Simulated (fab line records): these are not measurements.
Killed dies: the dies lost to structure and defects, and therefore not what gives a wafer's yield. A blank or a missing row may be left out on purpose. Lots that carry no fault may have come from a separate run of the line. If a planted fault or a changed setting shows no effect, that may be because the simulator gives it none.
fab line records	flow gf180mcu
[record] lots = 13	wafers = 36	last-day = 34
route steps=602 shown SALICIDE@286 CONTACT@301
lots untouched by any fault: they come from a run of this same line in which no faults occurred
start-h: the number of hours between the record's first day and the start of the first shown wafer of the lot	wait-h: hours since the lot's step before	" as in the row above	L1.1+2: a single row standing in for several wafers	- no value, or no start given	* or withheld: withheld	< > ~ a bound
route shown NAME@n: names a module that has steps shown in the file, with the first one's number in the route	usual: mean and standard deviation over wafers with no fault	same: alike in all rows	chamber/n: place in a boat	sites: each site's reading	_std_site: standard deviation across them	_edge_site: the outer-site mean with the inner-site mean subtracted	radius-mm: how far each site lies from the wafer's centre	mask NAME#n: copy n	behind: the most recent tool/chamber to have shaped the wafer	hold: what put the lot on hold/how long, in hours/how the hold closed	device: which transistor (n, p or np) failed to switch	end of line: the route-end tests of the same wafers	a step given without rows: its recipe and nothing more	killed: at the first sort, the dies lost to defects and structure; wafer yield is something else	map: dies across one wafer; x = killed, . = not, _ = none there
set.NAME: the setting the step ran with; set.NAME@STEP: the setting that earlier step ran with	model.NAME: the simulator's own value behind a step, which no gauge read
one table for each step of the route and one row for each wafer, over a sample of lots
services: a tool's chamber out of use, with start hour (start-h, from the record's first day; less than 0 if before it), hours out, and reason
[[steps]]
[step GF_SALICIDE_RTA_08]
[recipe] temp-c = 800	time-s = 30	ambient = N2
[usual] lamp-power-pct = 19.4/1.4	wafer_temp_C_max = 803.5/1.8
lot.wafer	tool	chamber	start-h	wait-h	lamp-power-pct	wafer_temp_C_max
L989.4	rtp-anneal-02	0	403.35	0.1	18.3	802.7
L989.5	"	0	"	"	18.2	801.9
L992.2	rtp-anneal-02	0	424.93	0.0	18.2	802.3
L992.4	"	0	"	"	18.2	801.9
L993.2	rtp-anneal-01	0	435.37	0.0	21.1	805.3
L993.4	"	0	"	"	21.1	804.6
L995.2	rtp-anneal-02	0	452.06	0.0	18.2	802.5
L995.3	"	0	"	"	18.3	802.3
L995.6	"	0	"	"	18.2	801.8
L997.1	rtp-anneal-02	0	469.69	0.0	18.2	801.7
L997.2	"	0	"	"	18.3	801.6
L997.6	"	0	"	"	18.2	801.6
L998.1	rtp-anneal-02	0	476.60	0.0	18.2	801.9
L998.2	"	0	"	"	18.3	801.8
L998.5	"	0	"	"	18.3	801.6
L999.2	rtp-anneal-02	0	487.99	0.0	18.2	803.7
L999.5	"	0	"	"	18.2	802.0
L999.6	"	0	"	"	18.2	801.9
L100.3	rtp-anneal-01	0	499.44	0.0	21.0	805.7
L100.5	"	0	"	"	21.1	805.5
L100.6	"	0	"	"	21.1	805.2
L101.1	rtp-anneal-02	0	510.97	0.0	18.3	802.1
L101.3	"	0	"	"	18.2	802.3
L101.4	"	0	"	"	18.2	802.2
L102.1	rtp-anneal-01	0	514.38	0.0	21.1	803.7
L102.3	"	0	"	"	21.1	805.6
L102.6	"	0	"	"	21.0	805.2
L103.1	rtp-anneal-01	0	517.61	0.0	21.1	807.6
L103.3	"	0	"	"	21.0	804.8
L103.6	"	0	"	"	21.1	805.8
L104.1	rtp-anneal-02	0	521.18	0.0	18.2	801.0
L104.2	"	0	"	"	18.2	801.2
L104.3	"	0	"	"	18.2	801.6
L105.3	rtp-anneal-01	0	535.51	0.0	21.1	804.6
L105.4	"	0	"	"	21.1	805.3
L105.5	"	0	"	"	21.1	804.7
[step GF_CONTACT_CD_MEAS_14]
[recipe] target-cd-nm = 220
[usual] cd-nm = 220.4/1.6
lot.wafer	tool	chamber	start-h	wait-h	cd-nm
L989.4	cd-sem-01	-	428.20	0.1	218.3
L989.5	"	-	"	"	219.9
L992.2	cd-sem-01	-	449.71	0.1	219.3
L992.4	"	-	"	"	218.6
L993.2	cd-sem-02	-	460.21	0.1	221.2
L993.4	"	-	"	"	221.2
L995.2	cd-sem-01	-	477.40	0.1	222.6
L995.3	"	-	"	"	223.2
L995.6	"	-	"	"	223.3
L997.1	cd-sem-01	-	494.56	0.1	221.1
L997.2	"	-	"	"	221.0
L997.6	"	-	"	"	220.2
L998.1	cd-sem-01	-	501.13	0.1	219.5
L998.2	"	-	"	"	218.2
L998.5	"	-	"	"	219.4
L999.2	cd-sem-02	-	512.58	0.1	221.5
L999.5	"	-	"	"	219.8
L999.6	"	-	"	"	221.5
L100.3	cd-sem-02	-	523.45	0.1	220.5
L100.5	"	-	"	"	222.3
L100.6	"	-	"	"	222.0
L101.1	cd-sem-02	-	534.76	0.1	222.4
L101.3	"	-	"	"	222.0
L101.4	"	-	"	"	222.7
L102.1	cd-sem-01	-	537.96	0.1	220.9
L102.3	"	-	"	"	221.9
L102.6	"	-	"	"	221.7
L103.1	cd-sem-02	-	540.51	0.1	217.5
L103.3	"	-	"	"	220.8
L103.6	"	-	"	"	219.2
L104.1	cd-sem-02	-	544.69	0.1	221.7
L104.2	"	-	"	"	221.5
L104.3	"	-	"	"	221.2
L105.3	cd-sem-02	-	558.37	0.1	224.0
L105.4	"	-	"	"	222.2
L105.5	"	-	"	"	221.1
[step GF_CONTACT_SPUTTER_23]
[recipe] material = TiN	target-thk-nm = 10	chamber-pressure-pa = 5	power-w = 4000	time-s = 40
[usual] throttle-valve-pct = 29.9/1
lot.wafer	tool	chamber	start-h	wait-h	throttle-valve-pct
L989.4	pvd-sputter-04	-	428.82	0.0	30.6
L989.5	"	-	"	"	30.7
L992.2	pvd-sputter-04	-	450.37	0.0	28.9
L992.4	"	-	"	"	29.2
L993.2	pvd-sputter-01	-	460.87	0.0	31.8
L993.4	"	-	"	"	30.7
L995.2	pvd-sputter-01	-	478.05	0.0	28.1
L995.3	"	-	"	"	29.7
L995.6	"	-	"	"	29.8
L997.1	pvd-sputter-01	-	495.24	0.0	28.4
L997.2	"	-	"	"	31.5
L997.6	"	-	"	"	28.3
L998.1	pvd-sputter-01	-	501.81	0.0	30.7
L998.2	"	-	"	"	31.5
L998.5	"	-	"	"	28.1
L999.2	pvd-sputter-01	-	513.25	0.0	30.2
L999.5	"	-	"	"	31.0
L999.6	"	-	"	"	29.6
L100.3	pvd-sputter-01	-	524.10	0.0	28.3
L100.5	"	-	"	"	31.6
L100.6	"	-	"	"	28.4
L101.1	pvd-sputter-01	-	535.62	0.0	29.7
L101.3	"	-	"	"	31.5
L101.4	"	-	"	"	28.1
L102.1	pvd-sputter-03	-	538.95	0.0	30.1
L102.3	"	-	"	"	29.8
L102.6	"	-	"	"	29.7
L103.1	pvd-sputter-04	-	541.40	0.0	29.1
L103.3	"	-	"	"	28.8
L103.6	"	-	"	"	29.2
L104.1	pvd-sputter-03	-	545.38	0.0	30.4
L104.2	"	-	"	"	29.8
L104.3	"	-	"	"	29.4
L105.3	pvd-sputter-04	-	559.01	0.0	30.0
L105.4	"	-	"	"	28.9
L105.5	"	-	"	"	28.7
[step GF_CONTACT_CVD_24]
[recipe] material = W	target-thk-nm = 300	time-s = 90.339	temp-c = 400	pressure-torr = 40
[usual] heater-power-w = 869/38
lot.wafer	tool	chamber	start-h	wait-h	heater-power-w
L989.4	cvd-w-02	1	428.89	0.1	826
L989.5	"	0	"	"	828
L992.2	cvd-w-02	0	450.41	0.0	840
L992.4	"	0	"	"	837
L993.2	cvd-w-02	0	460.91	0.0	843
L993.4	"	0	"	"	816
L995.2	cvd-w-01	1	478.09	0.0	890
L995.3	"	0	"	"	909
L995.6	"	0	"	"	913
L997.1	cvd-w-01	0	495.29	0.0	908
L997.2	"	1	"	"	900
L997.6	"	0	"	"	911
L998.1	cvd-w-01	0	501.85	0.0	904
L998.2	"	1	"	"	878
L998.5	"	1	"	"	867
L999.2	cvd-w-01	0	513.29	0.0	907
L999.5	"	1	"	"	882
L999.6	"	0	"	"	911
L100.3	cvd-w-02	1	524.18	0.1	821
L100.5	"	0	"	"	845
L100.6	"	1	"	"	847
L101.1	cvd-w-02	0	535.66	0.0	816
L101.3	"	0	"	"	831
L101.4	"	1	"	"	835
L102.1	cvd-w-02	0	538.99	0.0	836
L102.3	"	1	"	"	847
L102.6	"	1	"	"	829
L103.1	cvd-w-01	1	541.44	0.0	903
L103.3	"	1	"	"	897
L103.6	"	0	"	"	922
L104.1	cvd-w-01	0	545.41	0.0	918
L104.2	"	1	"	"	923
L104.3	"	1	"	"	872
L105.3	cvd-w-01	1	559.08	0.1	884
L105.4	"	0	"	"	934
L105.5	"	0	"	"	916
[step GF_CONTACT_RS_MEAS_25]
[recipe] thk-meas-gauge = four-point-probe	reads = W_of_CONTACT_CVD_24+TiN_of_CONTACT_SPUTTER_23+Ti_of_CONTACT_SPUTTER_22
[usual] CONTACT_W_RS = 0.386/0.0043
lot.wafer	tool	chamber	start-h	wait-h	CONTACT_W_RS[ohm/sq]
L989.4	film-metro-02	-	429.02	0.1	0.277
L989.5	"	-	"	"	0.384
L992.2	film-metro-02	-	450.53	0.1	0.275
L992.4	"	-	"	"	0.278
L993.2	film-metro-01	-	461.03	0.1	0.276
L993.4	"	-	"	"	0.277
L995.2	film-metro-03	-	478.21	0.1	0.375
L995.3	"	-	"	"	0.386
L995.6	"	-	"	"	0.383
L997.1	film-metro-02	-	495.39	0.1	0.384
L997.2	"	-	"	"	0.379
L997.6	"	-	"	"	0.384
L998.1	film-metro-02	-	501.95	0.1	0.390
L998.2	"	-	"	"	0.387
L998.5	"	-	"	"	0.383
L999.2	film-metro-03	-	513.41	0.1	0.380
L999.5	"	-	"	"	0.379
L999.6	"	-	"	"	0.385
L100.3	film-metro-03	-	524.28	0.1	0.387
L100.5	"	-	"	"	0.391
L100.6	"	-	"	"	0.390
L101.1	film-metro-01	-	535.76	0.1	0.384
L101.3	"	-	"	"	0.384
L101.4	"	-	"	"	0.383
L102.1	film-metro-02	-	539.09	0.1	0.395
L102.3	"	-	"	"	0.398
L102.6	"	-	"	"	0.397
L103.1	film-metro-02	-	541.54	0.1	0.383
L103.3	"	-	"	"	0.385
L103.6	"	-	"	"	0.383
L104.1	film-metro-03	-	545.52	0.1	0.384
L104.2	"	-	"	"	0.388
L104.3	"	-	"	"	0.385
L105.3	film-metro-02	-	559.19	0.1	0.386
L105.4	"	-	"	"	0.386
L105.5	"	-	"	"	0.384
[step GF_CONTACT_THK_MEAS_26]
[recipe] thk-meas-gauge = xrf	reads = W_of_CONTACT_CVD_24
[usual] CONTACT_W_THK = 291/3.6
lot.wafer	tool	chamber	start-h	wait-h	CONTACT_W_THK[nm]
L989.4	film-metro-02	-	429.11	0.1	398
L989.5	"	-	"	"	290
L992.2	film-metro-02	-	450.64	0.1	401
L992.4	"	-	"	"	401
L993.2	film-metro-01	-	461.14	0.1	398
L993.4	"	-	"	"	398
L995.2	film-metro-03	-	478.32	0.1	301
L995.3	"	-	"	"	293
L995.6	"	-	"	"	294
L997.1	film-metro-02	-	495.51	0.1	293
L997.2	"	-	"	"	295
L997.6	"	-	"	"	292
L998.1	film-metro-02	-	502.07	0.1	287
L998.2	"	-	"	"	292
L998.5	"	-	"	"	293
L999.2	film-metro-03	-	513.52	0.1	296
L999.5	"	-	"	"	295
L999.6	"	-	"	"	293
L100.3	film-metro-03	-	524.38	0.1	291
L100.5	"	-	"	"	289
L100.6	"	-	"	"	289
L101.1	film-metro-01	-	535.88	0.1	288
L101.3	"	-	"	"	289
L101.4	"	-	"	"	290
L102.1	film-metro-02	-	539.21	0.1	285
L102.3	"	-	"	"	282
L102.6	"	-	"	"	283
L103.1	film-metro-02	-	541.66	0.1	296
L103.3	"	-	"	"	293
L103.6	"	-	"	"	294
L104.1	film-metro-03	-	545.64	0.1	293
L104.2	"	-	"	"	290
L104.3	"	-	"	"	292
L105.3	film-metro-02	-	559.29	0.1	293
L105.4	"	-	"	"	291
L105.5	"	-	"	"	294
[step GF_CONTACT_CMP_27]
[recipe] stop-on = SiO2	down-force-psi = 3.5	platen-rpm = 60	t-overpolish-s = 15	target-thk-nm = 0	pad-velocity-m-s = 0.94248
[usual] head-pressure-psi = 3.499/0.008	motor-current-A = 10.6/0.93	time-to-endpoint-s = 73.0/2.6
lot.wafer	tool	chamber	start-h	wait-h	head-pressure-psi	motor-current-A	time-to-endpoint-s
L989.4	cmp-01	2	429.29	0.2	3.491	10.9	100.7
L989.5	"	3	"	"	3.497	11.6	72.6
L992.4	cmp-01	2	450.74	0.1	3.512	10.9	100.0
L992.2	"	0	"	"	3.507	9.8	102.7
L993.4	cmp-01	1	461.32	0.2	3.505	11.5	95.8
L993.2	"	3	"	"	3.496	11.6	99.3
L995.3	cmp-02	3	478.37	0.0	3.501	9.7	75.4
L995.2	"	0	"	"	3.499	9.1	74.7
L995.6	"	3	"	"	3.497	10.2	75.4
L997.1	cmp-01	0	495.57	0.1	3.494	9.9	74.9
L997.2	"	3	"	"	3.489	11.4	75.8
L997.6	"	1	"	"	3.503	12.6	72.4
L998.1	cmp-02	2	502.13	0.1	3.488	10.5	71.2
L998.2	"	1	"	"	3.491	9.3	71.4
L998.5	"	2	"	"	3.488	10.2	73.6
L999.2	cmp-01	2	513.72	0.2	3.507	12.4	75.8
L999.5	"	3	"	"	3.486	11.2	72.8
L999.6	"	0	"	"	3.493	9.5	75.5
L100.3	cmp-01	1	524.52	0.1	3.498	11.7	72.4
L100.6	"	3	"	"	3.496	11.4	72.1
L100.5	"	0	"	"	3.492	9.8	75.7
L101.4	cmp-02	0	535.99	0.1	3.517	10.1	71.9
L101.1	"	1	"	"	3.500	10.1	73.7
L101.3	"	2	"	"	3.491	10.5	68.6
L102.3	cmp-01	3	539.27	0.0	3.489	11.4	68.7
L102.1	"	0	"	"	3.491	10.2	73.0
L102.6	"	3	"	"	3.492	11.0	70.9
L103.1	cmp-01	3	541.72	0.1	3.501	11.3	78.7
L103.3	"	2	"	"	3.491	11.7	76.0
L103.6	"	3	"	"	3.500	11.1	76.6
L104.1	cmp-02	2	545.75	0.1	3.493	11.1	75.8
L104.3	"	3	"	"	3.500	10.0	76.7
L104.2	"	0	"	"	3.506	9.9	78.2
L105.4	cmp-02	1	559.33	0.0	3.501	9.5	71.9
L105.3	"	2	"	"	3.505	10.8	73.6
L105.5	"	1	"	"	3.495	9.6	73.0
[[services]]
tool	chamber	start-h	hours	kind
cvd-w-01	-	390.00	14.0	pm
cvd-w-01	0	390.00	14.0	vent-cycle
cvd-w-01	1	390.00	14.0	vent-cycle
cmp-01	-	404.00	4.0	pm
cvd-w-01	0	404.00	-	clean
cvd-w-01	1	404.00	-	clean
cmp-01	-	408.00	-	consumable-replace:conditioner
cmp-01	-	408.00	-	consumable-replace:pad
cvd-w-02	-	416.48	6.9	pm
cvd-w-02	1	432.67	13.7	repair
pvd-sputter-01	-	434.46	1.3	repair
cmp-01	-	451.10	0.6	repair
pvd-sputter-01	1	455.98	-	consumable-replace:kit
pvd-sputter-01	1	455.98	18.0	scheduled-down
pvd-sputter-01	1	455.98	18.0	vent-cycle
cmp-02	-	460.92	5.3	pm
cvd-w-01	-	476.30	1.3	repair
cvd-w-01	0	482.83	3.4	repair
pvd-sputter-04	-	510.33	2.0	repair
cvd-w-02	-	514.82	2.8	pm
rtp-anneal-02	-	515.58	5.4	pm
cvd-w-01	0	527.29	3.8	repair
pvd-sputter-01	-	538.21	3.4	repair
cmp-02	-	550.40	6.2	repair
[[key]]
[first-sign] step = GF_CONTACT_RS_MEAS_25	reading = CONTACT_W_RS	direction = down	sigmas = 26	usual = 0.386	struck = 0.277
[effect] step = GF_CONTACT_THK_MEAS_26	reading = CONTACT_W_THK	direction = up	sigmas = 30	usual = 291	struck = 399
[effect] step = GF_CONTACT_CMP_27	reading = time-to-endpoint-s	direction = up	sigmas = 10	usual = *	struck = *
met-at GF_CONTACT_CVD_24
struck-lots L989,L992,L993
struck-wafers L989.4,L992.2,L992.4,L993.2,L993.4
tester-left-out L989,L992,L993
not-acting-at GF_SALICIDE_RTA_08,GF_CONTACT_CD_MEAS_14,GF_CONTACT_SPUTTER_23
[fault] kind = process-parameter-drift	tool = cvd-w-02	chamber = -	onset-h = 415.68	steps = GF_CONTACT_CVD_24	channel = target-thk-nm	offset = 117.94	shape = step	end-h = 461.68	scope = struck-wafers-only	acts-in = these-recipes-only	stated = 300
// tester-left-out: of these lots the tester's yield and bins aren't shown, on N5 and GAA mostly nor the transistor test; their killed dies are dies lost to structure and defects alone, not to doping, threshold or leakage, so they don't give the yield
